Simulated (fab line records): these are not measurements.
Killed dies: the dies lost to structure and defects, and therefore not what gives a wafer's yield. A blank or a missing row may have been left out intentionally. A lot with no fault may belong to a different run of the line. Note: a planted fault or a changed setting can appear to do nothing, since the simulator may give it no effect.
fab line records    flow sky130    part 1 of 2: steps 1 to 25 of 26
record lots=6  wafers=18  last-day=50
route steps=708 shown VIA2@527 METAL3@532 CAPM@537 PAD_OPEN@708
lots with no fault: from the same line, run without faults
start-h: hours from the record's first day to the start of the lot's first wafer shown    wait-h: hours since the lot's step before    " as in the row above    L1.1+2: one row covering several wafers at once    - value missing, or start not given    * or withheld: withheld    < > ~ a bound
route shown NAME@n: NAME is a module with steps in the file, n the number in the route of the first one    usual: mean/standard deviation taken from wafers without a fault    same: alike in all rows    chamber/n: place in a boat    sites: the reading at each site    _std_site: standard deviation across them    _edge_site: outer sites' mean less inner sites'    radius-mm: for every site, how far away it sits from the centre of the wafer    mask NAME#n: copy n    behind: tool/chamber where the wafer was last shaped    hold: cause of the lot's hold/its duration in hours/its outcome    device: transistor that didn't switch, given as n, p or np    end of line: tests of these same wafers at the route's end    step lacking rows: just its recipe    killed: dies that structure and defects cost at the first sort, which is not the same as the wafer's yield    map: shows each die of a wafer: x if killed, . if not, _ if none is there
set.NAME: the run value of the setting; set.NAME@STEP: its run value at that earlier step    model.NAME: the simulator's own value behind a step, which no gauge read
lots at some steps of the route; a table a step, a row a wafer
services: when a tool's chamber went out of use (start-h, in hours from the record's first day, below 0 if earlier), for how many hours, and the reason
## steps
# step SKY_VIA2_SPUTTER_20
# recipe material=TiN  target-thk-nm=20  chamber-pressure-pa=5  power-w=4000  time-s=80
# usual cathode-dc-power-W=4000.0/0.74  chamber-pressure-pa=5.000/0.01  throttle-valve-pct=30.3/0.61
lot.wafer  tool            chamber  start-h  wait-h  cathode-dc-power-W  chamber-pressure-pa  throttle-valve-pct
L204.1     pvd-sputter-03  -        923.61   0.0     4000.2              5.010                30.4
L204.2     "               -        "        "       4000.1              4.989                30.6
L204.3     "               -        "        "       4001.0              4.987                30.3
L205.2     pvd-sputter-03  -        931.03   0.0     3999.5              4.992                30.5
L205.5     "               -        "        "       4000.8              5.004                30.7
L205.6     "               -        "        "       4000.4              5.010                30.3
L206.1     pvd-sputter-04  -        946.88   0.0     3999.5              4.991                30.5
L206.2     "               -        "        "       3999.9              4.982                30.5
L206.4     "               -        "        "       4000.7              4.999                30.8
L209.1     pvd-sputter-03  -        968.28   0.0     4001.0              5.005                30.4
L209.5     "               -        "        "       3999.5              4.989                30.4
L209.6     "               -        "        "       4001.0              5.000                30.8
L213.1     pvd-sputter-04  -        992.48   0.0     4000.2              5.005                30.7
L213.2     "               -        "        "       4001.0              4.995                29.8
L213.5     "               -        "        "       4000.0              5.008                30.6
L216.3     pvd-sputter-04  -        1006.67  0.0     4001.4              4.997                30.5
L216.4     "               -        "        "       3999.9              4.980                30.5
L216.6     "               -        "        "       3999.7              4.994                31.0
# step SKY_VIA2_CVD_21
# recipe material=W  target-thk-nm=420  time-s=126.4  temp-c=400  pressure-torr=40
# usual chamber-pressure-Torr=39.98/0.096  heater-power-w=892/61
lot.wafer  tool      chamber  start-h  wait-h  chamber-pressure-Torr  heater-power-w
L204.1     cvd-w-02  0        923.67   0.0     40.08                  888
L204.2     "         1        "        "       39.97                  839
L204.3     "         0        "        "       39.88                  906
L205.2     cvd-w-02  0        931.09   0.0     39.97                  907
L205.5     "         0        "        "       40.10                  888
L205.6     "         1        "        "       40.16                  858
L206.1     cvd-w-01  1        946.94   0.0     39.98                  985
L206.2     "         0        "        "       39.90                  816
L206.4     "         0        "        "       39.76                  822
L209.1     cvd-w-02  1        968.34   0.0     39.97                  824
L209.5     "         1        "        "       40.01                  832
L209.6     "         0        "        "       40.15                  917
L213.1     cvd-w-02  1        992.54   0.0     39.82                  841
L213.2     "         0        "        "       39.88                  918
L213.5     "         0        "        "       40.04                  896
L216.3     cvd-w-01  0        1006.77  0.1     39.96                  823
L216.4     "         1        "        "       39.86                  953
L216.6     "         1        "        "       39.78                  956
# step SKY_VIA2_RS_MEAS_22
# recipe thk-meas-gauge=four-point-probe  reads=W_of_VIA2_CVD_21+TiN_of_VIA2_SPUTTER_20
# usual VIA2_W_RS=0.270/0.0051
lot.wafer  tool           chamber  start-h  wait-h  VIA2_W_RS[ohm/sq]
L204.1     film-metro-01  -        923.80   0.1     0.268
L204.2     "              -        "        "       0.273
L204.3     "              -        "        "       0.268
L205.2     film-metro-04  -        931.24   0.1     0.271
L205.5     "              -        "        "       0.267
L205.6     "              -        "        "       0.274
L206.1     film-metro-03  -        947.07   0.1     0.262
L206.2     "              -        "        "       0.275
L206.4     "              -        "        "       0.271
L209.1     film-metro-04  -        968.47   0.1     0.271
L209.5     "              -        "        "       0.274
L209.6     "              -        "        "       0.266
L213.1     film-metro-04  -        992.67   0.1     0.274
L213.2     "              -        "        "       0.268
L213.5     "              -        "        "       0.267
L216.3     film-metro-03  -        1006.90  0.1     0.278
L216.4     "              -        "        "       0.270
L216.6     "              -        "        "       0.271
# step SKY_VIA2_THK_MEAS_23
# recipe thk-meas-gauge=xrf  reads=W_of_VIA2_CVD_21
# usual VIA2_W_THK=433/9.1
lot.wafer  tool           chamber  start-h  wait-h  VIA2_W_THK[nm]
L204.1     film-metro-01  -        923.92   0.1     441
L204.2     "              -        "        "       430
L204.3     "              -        "        "       439
L205.2     film-metro-04  -        931.35   0.1     440
L205.5     "              -        "        "       443
L205.6     "              -        "        "       430
L206.1     film-metro-03  -        947.19   0.1     443
L206.2     "              -        "        "       418
L206.4     "              -        "        "       429
L209.1     film-metro-04  -        968.59   0.1     433
L209.5     "              -        "        "       424
L209.6     "              -        "        "       438
L213.1     film-metro-04  -        992.79   0.1     437
L213.2     "              -        "        "       445
L213.5     "              -        "        "       447
L216.3     film-metro-03  -        1007.00  0.1     422
L216.4     "              -        "        "       431
L216.6     "              -        "        "       432
# step SKY_VIA2_CMP_24
# recipe stop-on=SiO2  t-overpolish-s=20  down-force-psi=3.5  platen-rpm=60  target-thk-nm=0  pad-velocity-m-s=0.94248
# usual head-pressure-psi=3.501/0.0077  motor-current-A=12.1/1.2  overpolish-run-s=20.000/0.0087  time-to-endpoint-s=104/3.8
lot.wafer  tool    chamber  start-h  wait-h  head-pressure-psi  motor-current-A  overpolish-run-s  time-to-endpoint-s
L204.2     cmp-02  2        923.98   0.0     3.480              13.3             20.007            98
L204.1     "       3        "        "       3.499              13.6             20.008            99
L204.3     "       0        "        "       3.510              13.4             20.004            103
L205.2     cmp-02  1        931.50   0.1     3.511              12.4             19.988            99
L205.6     "       3        "        "       3.496              13.2             20.005            99
L205.5     "       0        "        "       3.495              13.2             19.993            104
L206.1     cmp-02  2        947.25   0.1     3.502              13.1             20.003            106
L206.4     "       0        "        "       3.496              13.0             20.003            103
L206.2     "       1        "        "       3.507              11.5             19.989            100
L209.1     cmp-01  3        968.75   0.1     3.505              10.2             20.012            101
L209.5     "       1        "        "       3.498              10.9             19.995            101
L209.6     "       2        "        "       3.514              13.4             19.994            102
L213.1     cmp-01  2        992.90   0.1     3.491              12.9             20.007            96
L213.2     "       0        "        "       3.498              11.4             20.006            100
L213.5     "       2        "        "       3.502              12.6             20.006            101
L216.3     cmp-01  0        1007.04  0.0     3.497              10.7             20.007            101
L216.4     "       1        "        "       3.498              11.1             20.001            101
L216.6     "       1        "        "       3.508              11.7             19.987            102
# step SKY_METAL3_SPUTTER_00
# recipe material=Ti  target-thk-nm=15  power-w=3000  time-s=10  chamber-pressure-pa=0.4
# step SKY_METAL3_SPUTTER_01
# recipe material=TiN  target-thk-nm=20  power-w=6500  time-s=16.7  chamber-pressure-pa=0.4
# step SKY_METAL3_SPUTTER_02
# recipe material=AlCu  target-thk-nm=735  power-w=10600  time-s=39.1  chamber-pressure-pa=0.4
# usual cathode-dc-power-W=10600/2  chamber-pressure-pa=0.3998/0.00089  throttle-valve-pct=29.7/1
lot.wafer  tool            chamber  start-h  wait-h  cathode-dc-power-W  chamber-pressure-pa  throttle-valve-pct
L204.1     pvd-sputter-01  -        924.33   0.0     10597               0.3997               29.7
L204.2     "               -        "        "       10597               0.4019               30.3
L204.3     "               -        "        "       10601               0.3985               28.2
L205.2     pvd-sputter-03  -        931.75   0.0     10601               0.3988               30.5
L205.5     "               -        "        "       10603               0.3986               30.4
L205.6     "               -        "        "       10602               0.3994               30.4
L206.1     pvd-sputter-03  -        947.60   0.0     10601               0.3997               30.7
L206.2     "               -        "        "       10599               0.4001               30.6
L206.4     "               -        "        "       10598               0.3996               30.3
L209.1     pvd-sputter-02  -        969.00   0.0     10597               0.3979               28.6
L209.5     "               -        "        "       10601               0.3993               28.2
L209.6     "               -        "        "       10598               0.4000               27.6
L213.1     pvd-sputter-03  -        993.20   0.0     10599               0.3993               30.3
L213.2     "               -        "        "       10599               0.4006               30.8
L213.5     "               -        "        "       10600               0.4005               30.1
L216.3     pvd-sputter-02  -        1007.39  0.0     10600               0.3996               28.0
L216.4     "               -        "        "       10601               0.4004               27.9
L216.6     "               -        "        "       10599               0.3986               30.4
# step SKY_METAL3_SPUTTER_03
# recipe material=Ti  target-thk-nm=5  power-w=3000  time-s=3.3  chamber-pressure-pa=0.4
# step SKY_METAL3_SPUTTER_04
# recipe material=TiN  target-thk-nm=70  power-w=6500  time-s=58.3  chamber-pressure-pa=0.4
# step SKY_CAPM_CVD_00
# recipe material=SiO2  target-thk-nm=15.5  temp-c=400  time-s=withheld  rf-w=450
# step SKY_CAPM_THK_MEAS_01
# recipe reads=SiO2_of_CAPM_CVD_00
# usual CAPM_CVD_00_THK=15.47/0.24
lot.wafer  tool           chamber  start-h  wait-h  CAPM_CVD_00_THK[nm]
L204.1     film-metro-03  -        924.46   -       15.07
L204.2     "              -        "        "       15.34
L204.3     "              -        "        "       15.02
L205.2     film-metro-02  -        931.89   -       14.97
L205.5     "              -        "        "       15.11
L205.6     "              -        "        "       15.43
L206.1     film-metro-03  -        947.72   -       15.52
L206.2     "              -        "        "       15.61
L206.4     "              -        "        "       15.79
L209.1     film-metro-04  -        969.13   -       15.36
L209.5     "              -        "        "       15.31
L209.6     "              -        "        "       15.32
L213.1     film-metro-03  -        993.33   -       15.56
L213.2     "              -        "        "       15.32
L213.5     "              -        "        "       15.71
L216.3     film-metro-04  -        1007.54  -       15.57
L216.4     "              -        "        "       15.91
L216.6     "              -        "        "       15.80
# step SKY_CAPM_SPUTTER_02
# recipe material=TiN  target-thk-nm=200  temp-c=300  power-w=6500  time-s=166.7  chamber-pressure-pa=0.4
# usual cathode-dc-power-W=6500.1/1.3  chamber-pressure-pa=0.4000/0.00078  throttle-valve-pct=30.4/0.5
lot.wafer  tool            chamber  start-h  wait-h  cathode-dc-power-W  chamber-pressure-pa  throttle-valve-pct
L204.1     pvd-sputter-04  -        924.52   0.1     -                   -                    -
L204.2     "               -        "        "       -                   -                    -
L204.3     "               -        "        "       -                   -                    -
L205.2     pvd-sputter-04  -        931.94   0.0     -                   -                    -
L205.5     "               -        "        "       -                   -                    -
L205.6     "               -        "        "       -                   -                    -
L206.1     pvd-sputter-04  -        947.78   0.1     6497.2              0.4009               30.7
L206.2     "               -        "        "       6500.8              0.4000               30.7
L206.4     "               -        "        "       6501.5              0.3996               30.7
L209.1     pvd-sputter-04  -        969.19   0.1     6500.1              0.4005               30.8
L209.5     "               -        "        "       6500.0              0.3991               30.7
L209.6     "               -        "        "       6501.0              0.4000               30.4
L213.1     pvd-sputter-04  -        993.39   0.1     6498.2              0.4005               30.9
L213.2     "               -        "        "       6500.9              0.4006               29.8
L213.5     "               -        "        "       6498.5              0.4003               30.2
L216.3     pvd-sputter-03  -        1007.58  0.0     6502.1              0.3988               30.3
L216.4     "               -        "        "       6500.7              0.3984               30.7
L216.6     "               -        "        "       6500.6              0.3987               30.2
# step SKY_CAPM_RS_MEAS_03
# recipe thk-meas-gauge=four-point-probe  reads=TiN_of_CAPM_SPUTTER_02
# usual CAPM_TIN_RS=6.91/0.071
lot.wafer  tool           chamber  start-h  wait-h  CAPM_TIN_RS[ohm/sq]
L204.1     film-metro-02  -        924.63   0.1     -
L204.2     "              -        "        "       -
L204.3     "              -        "        "       -
L205.2     film-metro-03  -        932.06   0.1     -
L205.5     "              -        "        "       -
L205.6     "              -        "        "       -
L206.1     film-metro-02  -        947.89   0.1     6.91
L206.2     "              -        "        "       6.96
L206.4     "              -        "        "       7.00
L209.1     film-metro-03  -        969.30   0.1     6.85
L209.5     "              -        "        "       6.85
L209.6     "              -        "        "       6.92
L213.1     film-metro-02  -        993.50   0.1     6.85
L213.2     "              -        "        "       6.88
L213.5     "              -        "        "       6.91
L216.3     film-metro-03  -        1007.73  0.1     6.93
L216.4     "              -        "        "       6.87
L216.6     "              -        "        "       6.87
# step SKY_CAPM_THK_MEAS_04
# recipe thk-meas-gauge=xrf  reads=TiN_of_CAPM_SPUTTER_02
# usual CAPM_TIN_THK=200.0/2.3
lot.wafer  tool           chamber  start-h  wait-h  CAPM_TIN_THK[nm]
L204.1     film-metro-02  -        924.75   0.1     <0.0
L204.2     "              -        "        "       <0.0
L204.3     "              -        "        "       <0.0
L205.2     film-metro-03  -        932.17   0.1     <0.0
L205.5     "              -        "        "       <0.0
L205.6     "              -        "        "       <0.0
L206.1     film-metro-02  -        948.01   0.1     199.8
L206.2     "              -        "        "       198.6
L206.4     "              -        "        "       197.0
L209.1     film-metro-03  -        969.42   0.1     201.2
L209.5     "              -        "        "       201.0
L209.6     "              -        "        "       199.2
L213.1     film-metro-02  -        993.62   0.1     201.5
L213.2     "              -        "        "       199.9
L213.5     "              -        "        "       199.6
L216.3     film-metro-03  -        1007.83  0.1     199.4
L216.4     "              -        "        "       200.0
L216.6     "              -        "        "       200.4
# step SKY_CAPM_DEHYDRATE_05
# recipe temp-c=200  time-s=60
# step SKY_CAPM_HMDS_06
# recipe prime-time-s=60  prime-temp-c=120
# step SKY_CAPM_COAT_07
# recipe resist=NOVOLAK  spin-rpm=3000  resist-thk-nm=1140
# step SKY_CAPM_SOFTBAKE_08
# recipe temp-c=90  time-s=60  resist=NOVOLAK
# step SKY_CAPM_EXPOSE_09
# recipe mask-id=CAPM  na=0.6  source-shape=conventional  sigma-outer=0.6  polarization=unpolarized  target-cd-nm=1000  dose-mj=159
# step SKY_CAPM_PEB_10
# recipe temp-c=withheld  time-s=*  resist=NOVOLAK
# step SKY_CAPM_DEVELOP_11
# recipe resist=NOVOLAK  developer=TMAH  develop-time-s=60  dev-temp-c=23
# step SKY_CAPM_OVL_MEAS_12
# usual CAPM_OVL=-1.2/1.5
lot.wafer  tool        chamber  start-h  wait-h  CAPM_OVL[nm]
L204.1     overlay-01  -        949.37   0.1     -1.5
L204.2     "           -        "        "       -1.1
L204.3     "           -        "        "       -1.0
L205.2     overlay-01  -        956.91   0.1     -2.2
L205.5     "           -        "        "       -1.3
L205.6     "           -        "        "       -5.1
L206.1     overlay-01  -        971.92   0.1     -2.0
L206.2     "           -        "        "       -2.8
L206.4     "           -        "        "       -2.5
L209.1     overlay-02  -        992.71   0.1     -0.5
L209.5     "           -        "        "       -2.0
L209.6     "           -        "        "       -2.1
L213.1     overlay-01  -        1016.61  0.1     -3.0
L213.2     "           -        "        "       -1.2
L213.5     "           -        "        "       -0.4
L216.3     overlay-01  -        1030.34  0.1     -2.8
L216.4     "           -        "        "       -2.9
L216.6     "           -        "        "       -3.7
# step SKY_CAPM_METAL_ETCH_13
# recipe target-depth-nm=220  stop-on=SiO2  chemistry=Cl2/BCl3  target=TiN  pressure-mtorr=10  icp-w=900  bias-w=48.5  Cl2_flow_sccm=60  bcl3-flow-sccm=30  time-s=62.9
# usual drypump-motor-current-A=5.6/0.43  he-backside-leak-sccm=3.3/0.38  oes-product-au=0.941/0.007  rf-fwd-power-W=893/3.6  throttle-valve-pct=21.902/0.0089
lot.wafer  tool          chamber  start-h  wait-h  drypump-motor-current-A  he-backside-leak-sccm  oes-product-au  rf-fwd-power-W  rf-hours-counter-h  throttle-valve-pct
L204.1     rie-metal-02  1        949.41   0.0     5.7                      3.4                    0.379           896             15                  22.255
L204.2     "             0        "        "       5.8                      3.2                    0.381           896             18                  22.261
L204.3     "             0        "        "       5.8                      3.3                    0.373           892             -                   22.275
L205.2     rie-metal-03  1        956.94   0.0     5.3                      3.1                    0.377           901             16                  22.260
L205.5     "             1        "        "       5.3                      3.3                    0.373           894             -                   22.256
L205.6     "             0        "        "       5.5                      3.7                    0.368           889             -                   22.261
L206.1     rie-metal-04  0        971.96   0.0     6.5                      3.1                    0.947           897             1                   21.905
L206.2     "             1        "        "       5.3                      3.6                    0.935           897             17                  21.905
L206.4     "             1        "        "       5.3                      3.5                    0.933           895             -                   21.902
L209.1     rie-metal-04  1        992.74   0.0     5.3                      3.4                    0.943           888             18                  21.915
L209.5     "             0        "        "       6.5                      2.9                    0.950           892             -                   21.901
L209.6     "             1        "        "       5.3                      3.2                    0.939           895             -                   21.892
L213.1     rie-metal-02  1        1016.64  0.0     5.7                      3.5                    0.946           898             18                  21.904
L213.2     "             1        "        "       5.7                      3.6                    0.940           893             -                   21.906
L213.5     "             1        "        "       5.7                      3.6                    0.937           892             -                   21.897
L216.3     rie-metal-03  0        1030.41  0.1     5.5                      3.5                    0.936           890             -                   21.893
L216.4     "             0        "        "       5.5                      3.2                    0.943           890             -                   21.902
L216.6     "             0        "        "       5.5                      3.2                    0.949           890             -                   21.896
# step SKY_CAPM_STRIP_14
# recipe chemistry=O2/N2  power-w=1400  pressure-mtorr=1500  platen-temp-c=withheld  o2-flow-sccm=3000  n2-flow-sccm=300  overash-fraction=0.5
# usual drypump-motor-current-A=5.9/0.57  o2-flow-sccm=3000/8.6  oes-product-au=0.711/0.0042  strip-time-to-endpoint-s=12.66/0.049
lot.wafer  tool             chamber  start-h  wait-h  drypump-motor-current-A  o2-flow-sccm  oes-product-au  rf-hours-counter-h  strip-time-to-endpoint-s
L204.1     plasma-asher-02  0        949.49   0.1     6.5                      2990          0.714           82                  12.72
L204.2     "                1        "        "       4.9                      2986          0.708           82                  12.76
L204.3     "                1        "        "       4.9                      3002          0.710           -                   12.75
L205.2     plasma-asher-01  1        957.02   0.1     5.7                      3008          0.700           22                  12.70
L205.5     "                1        "        "       5.7                      3002          0.713           -                   12.68
L205.6     "                0        "        "       5.9                      3002          0.713           -                   12.70
L206.1     plasma-asher-02  0        972.04   0.1     6.5                      2992          0.715           84                  12.67
L206.2     "                1        "        "       4.9                      3006          0.713           84                  12.57
L206.4     "                1        "        "       4.9                      2999          0.711           -                   12.59
L209.1     plasma-asher-02  0        992.82   0.1     6.5                      3009          0.708           86                  12.62
L209.5     "                0        "        "       6.5                      2995          0.708           -                   12.76
L209.6     "                1        "        "       4.9                      2997          0.712           -                   12.66
L213.1     plasma-asher-04  1        1016.80  0.1     6.5                      3002          0.705           56                  12.66
L213.2     "                0        "        "       6.5                      2987          0.715           56                  12.64
L213.5     "                0        "        "       6.5                      2994          0.709           -                   12.61
L216.3     plasma-asher-01  1        1030.55  0.1     5.7                      3004          0.708           -                   12.66
L216.4     "                0        "        "       5.9                      2996          0.704           -                   12.64
L216.6     "                0        "        "       5.9                      3000          0.712           -                   12.71
## key
first-sign step=SKY_CAPM_SPUTTER_02  reading=tool-record  direction=missing
effect step=SKY_CAPM_RS_MEAS_03  reading=CAPM_TIN_RS  direction=missing
effect step=SKY_CAPM_THK_MEAS_04  reading=CAPM_TIN_THK  direction=down  sigmas=88  usual=200.0  struck=<0.0
effect step=SKY_CAPM_METAL_ETCH_13  reading=oes-product-au  direction=down  sigmas=81  usual=0.941  struck=0.375
effect step=SKY_PAD_OPEN_PROBE_99  reading=killed-at-other  direction=up  sigmas=99+  usual=0.3  struck=474.2
met-at SKY_CAPM_SPUTTER_02
struck-wafers L204.1,L204.2,L204.3,L205.2,L205.5,L205.6
later-rows-left-out L204.1,L204.2,L204.3,L205.2,L205.5,L205.6
fault kind=skipped-step-whole  tool=pvd-sputter-04  chamber=-  onset-h=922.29  steps=SKY_CAPM_SPUTTER_02  scope=struck-lots-only
# later-rows-left-out: the simulator's readings of these wafers behind a module that went badly wrong aren't trusted and aren't shown, but for the sort
